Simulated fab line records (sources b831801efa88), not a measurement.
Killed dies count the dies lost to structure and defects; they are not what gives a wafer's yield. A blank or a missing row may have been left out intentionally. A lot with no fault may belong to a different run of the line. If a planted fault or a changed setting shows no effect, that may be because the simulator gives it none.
2 desks looking at one fault | flow sky130 | only its own numbers are on each desk; what lay behind them is given at the end

THE METROLOGY DESK
What the gauges read for every lot (on any tool): the sampled wafers with a number, averaged. A lot is out of limits, marked OUT, if its mean lies more than 4 standard deviations from the usual mean; the brackets give that distance.
Columns: A = CAPM_TIN_THK at SKY_CAPM_THK_MEAS_04, usual 201.1 nm; B = CAPM_OVL at SKY_CAPM_OVL_MEAS_12, usual -0.3 nm
lot  | first seen here | A     | B
L818 | day 36 15:29    | 202.1 | -0.9
L819 | day 36 15:37    | 199.0 | -1.5
L822 | day 37 11:08    | 196.4 | -0.0
L823 | day 37 20:27    | 199.4 | 0.4
L824 | day 38 02:10    | 202.6 | 0.4
L825 | day 38 18:08    | 199.7 | 3.2
L827 | day 39 15:50    | 199.6 | -1.5
L833 | day 41 14:28    | 203.0 | 0.7
L835 | day 42 01:38    | 200.6 | -0.7
L836 | day 42 03:40    | 197.2 | 0.7
L839 | day 42 14:02    | 199.0 | -0.8
L840 | day 43 01:48    | 204.7 | -2.1
L841 | day 43 07:21    | 202.8 | 0.8
This desk's verdict: no lot among the 13 shows anything out of limits.

AT THE TOOL OWNER'S DESK: litho track-03
The tool's own readings at SKY_METAL3_COAT_07 (resist thk 60 nm): means of the sampled wafers that have a number, for each lot that ran on this tool. A lot is out of limits, marked OUT, if its mean lies more than 4 standard deviations from the usual mean; the brackets give that distance.
Columns: A = spin speed rpm at SKY_METAL3_COAT_07, usual 2999.8 rpm
lot  | first seen here | A
L818 | day 38 06:05    | 2999.4
L819 | day 38 06:54    | 2997.4
L823 | day 39 11:18    | 3001.1
L824 | day 39 16:50    | 2998.5
L833 | day 43 01:53    | 2998.2
L835 | day 43 12:08    | 2827.5 (-78) OUT
L836 | day 43 13:44    | 2824.6 (-80) OUT
This desk finds L835, L836 out of limits, L835 being first, at day 43 12:08 (spin speed rpm at SKY_METAL3_COAT_07). In limits: L818, L819, L823, L824, L833.

BROUGHT TOGETHER
The tool owner's desk had the chance to raise an alarm at day 43 12:08 on L835, L836.
Nothing out of limits was seen by the metrology desk.
The metrology desk holds a record of L835, L836, inside its limits.
Every lot named ran SKY_METAL3_COAT_07 on litho track-03.

WHAT THE SIMULATOR HAD INSERTED
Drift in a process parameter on litho track-03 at SKY_METAL3_COAT_07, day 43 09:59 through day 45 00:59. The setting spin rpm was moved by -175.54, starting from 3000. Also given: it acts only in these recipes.
Struck lots among those shown: L835, L836.
How many hours passed from the start of the fault until each desk's first out-of-limits reading: the tool owner's desk, 2.
